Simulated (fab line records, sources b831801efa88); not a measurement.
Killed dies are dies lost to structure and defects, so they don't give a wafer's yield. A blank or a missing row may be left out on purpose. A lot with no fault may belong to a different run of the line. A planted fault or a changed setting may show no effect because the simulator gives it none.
Which tool is to blame? / flow gf180mcu / 6 lots, 18 wafers sampled, at 2 steps of a route of 602

== WHAT EACH GAUGE READ, for each wafer ==
GF_MVPSD_OVL_MEAS_07.
lot=L267; measured=day 5 04:59; on=overlay-02; MVPSD_OVL (nm)=-1.1 -0.5 -1.3
lot=L269; measured=day 5 17:43; on=overlay-01; MVPSD_OVL (nm)=-0.2 -1.0 -1.2
lot=L272; measured=day 6 11:55; on=overlay-02; MVPSD_OVL (nm)=0.6 2.1 -0.3
lot=L279; measured=day 8 06:07; on=overlay-02; MVPSD_OVL (nm)=- - -
lot=L283; measured=day 9 06:28; on=overlay-02; MVPSD_OVL (nm)=-2.2 0.7 0.6
lot=L287; measured=day 10 08:16; on=overlay-02; MVPSD_OVL (nm)=2.2 1.1 2.4

== WHICH TOOL RAN EACH LOT (tool, then ch and the chambers of the sampled wafers, then the start) ==
lot=L267; GF_MVPSD_DEVELOP_06=litho_track-02 ch 0, day 5 04:00
lot=L269; GF_MVPSD_DEVELOP_06=litho_track-02 ch 0, day 5 17:00
lot=L272; GF_MVPSD_DEVELOP_06=litho_track-04 ch 0, day 6 11:00
lot=L279; GF_MVPSD_DEVELOP_06=litho_track-04 ch 0, day 8 05:00
lot=L283; GF_MVPSD_DEVELOP_06=litho_track-03 ch 0, day 9 06:00
lot=L287; GF_MVPSD_DEVELOP_06=litho_track-03 ch 0, day 10 08:00
- GF_MVPSD_DEVELOP_06: develop time 60 s.

== THE ANSWER, worked out from the rows above alone ==
Rule: what is usual is taken from the lots themselves. The widest of any qualifying gaps counts: lots, ordered by their means at a reading, are off when they make up no more than a third of the lots, leave a main group of 4 or more, and stand apart from it by 3 or more times the standard deviation of that group's means. Not used: any main group whose means are identical at the precision the tables above print for the reading. A lot without any number at a reading at which 4 lots or more have one is off too. All remaining lots with rows at the step are treated as sound.
Off: L279, at GF_MVPSD_OVL_MEAS_07 (MVPSD_OVL). Without a number there: L279. Main group: mean 0.1 nm, sd 1.1.
If a tool, at a process step before that reading, ran all the lots that are off and no sound lot after the first of them, it fits. Those tools and the gauges at GF_MVPSD_OVL_MEAS_07 are tried in the same way. One fits: GF_MVPSD_DEVELOP_06 on litho_track-04. A fault onset in the window from L272 (day 6 11:00, its last sound lot) to L279 (day 8 05:00, its first lot off) fits.

== WHAT THE SIMULATOR PUT IN ==
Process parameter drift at GF_MVPSD_DEVELOP_06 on litho_track-04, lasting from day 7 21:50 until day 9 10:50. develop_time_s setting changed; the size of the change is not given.
Struck lots among those shown: L279. Same finding as the rule above.
